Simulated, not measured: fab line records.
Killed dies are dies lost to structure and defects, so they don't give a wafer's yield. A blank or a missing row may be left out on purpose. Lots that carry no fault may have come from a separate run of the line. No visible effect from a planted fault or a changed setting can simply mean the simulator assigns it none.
Comparing a struck lot with a sound one ; flow gf180mcu ; 14 steps out of a route of 602
Sound: wafers L965.1, L965.2, L965.5. The struck wafers were L972.1, L972.2, L972.4. At the end, the cause is stated.
For every step that has rows: the tool of each side, followed by ch and its chambers, followed by its first start. Under that, the readings that differ: sound wafers ; struck wafers ; difference of the means ; sigmas: that difference in standard deviations of wafers without a fault.
alike: readings whose means differ by less than 2 such deviations, and words and numbers that are the same on both sides. not compared: withheld readings, readings that some wafer has no value for, bounds like >300 that may hide the same value, and numbers for which the record gives no deviation and whose values overlap.
The two part at a step that has a row with sigmas, a row that says differs or no value, or rows on one side only. Non-overlapping numbers with no deviation appear without sigmas and do not part them. A reading missing from all wafers of one side parts the sides only when that side holds two or more wafers.

GF_TOP_METAL_METAL_ETCH_16: etches the open film in Cl2/BCl3, stops on SiO2, target depth 1197 nm, time 199.5 s.
  sound on rie-metal-01 ch 0,1, day 30 19:45; struck on rie-metal-02 ch 0,1, day 32 12:34
  alike: drypump-motor-current-A, oes-product-au, rf-fwd-power-W, throttle-valve-pct
  not compared: rf-hours-counter-h
GF_TOP_METAL_STRIP_17: strips in O2/N2.
  sound on plasma-asher-03 ch 0,1, day 30 20:00; struck on plasma-asher-04 ch 0,1, day 32 12:46
reading;sound;struck;difference;sigmas
strip-time-to-endpoint-s (s);12.79 12.84 12.79;13.13 13.09 13.17;+0.32;+3
  alike: drypump-motor-current-A, heater-power-w, oes-product-au, platen-temp-c
  not compared: rf-hours-counter-h
then, 2 steps without rows for these wafers: GF_TOP_METAL_STRIP_18 (strips in post etch residue remover, time 1200 s); GF_TOP_METAL_CLEAN_19 (cleans in DIW).
GF_PASSIVATION_CVD_00: deposits SiO2 from TEOS, target thk 1000 nm, time 111.95 s.
  sound on pecvd-03 ch 1,2, day 30 20:32; struck on pecvd-03 ch 1,2, day 32 13:18
  alike: heater-power-w, rf-fwd-power-W
GF_PASSIVATION_THK_MEAS_01:
  struck on film-metro-02, day 32 13:23; sound on film-metro-01, day 30 20:40
  alike: PASSIVATION_CVD_00_THK
GF_PASSIVATION_CVD_02: deposits Si3N4, target thk 700 nm, time 486.18 s.
  sound on pecvd-04 ch 0,2, day 30 20:43; struck on pecvd-01 ch 0,1,2, day 32 13:26
  alike: heater-power-w, rf-fwd-power-W
GF_PASSIVATION_THK_MEAS_03:
  struck on film-metro-02, day 32 13:44; sound on film-metro-01, day 30 21:09
  alike: PASSIVATION_CVD_02_THK
then, 4 steps without rows for these wafers: GF_PASSIVATION_DEHYDRATE_04 (time 60 s); GF_PASSIVATION_HMDS_05 (prime time 60 s); GF_PASSIVATION_COAT_06 (resist thk 4000 nm); GF_PASSIVATION_SOFTBAKE_07.
GF_PASSIVATION_EXPOSE_08: exposes mask Pad, target cd 40000 nm.
  sound on iline-stepper-01 ch 0, day 31 06:11; struck on iline-stepper-02, day 32 22:20
  no value came back on the struck wafers for exposure-dose-mJ-cm2, focus-offset-nm (nm), stage-vel-mm-s (mm/s); on the sound wafers exposure-dose-mJ-cm2 reads 310.0 310.0 310.0
  alike: mask
following that, these wafers have no rows for 1 step: GF_PASSIVATION_PEB_09.

## WHERE THEY PART
At GF_TOP_METAL_STRIP_17 first; at GF_PASSIVATION_EXPOSE_08 last (within this record only).

WHY: what had been put in by the simulator
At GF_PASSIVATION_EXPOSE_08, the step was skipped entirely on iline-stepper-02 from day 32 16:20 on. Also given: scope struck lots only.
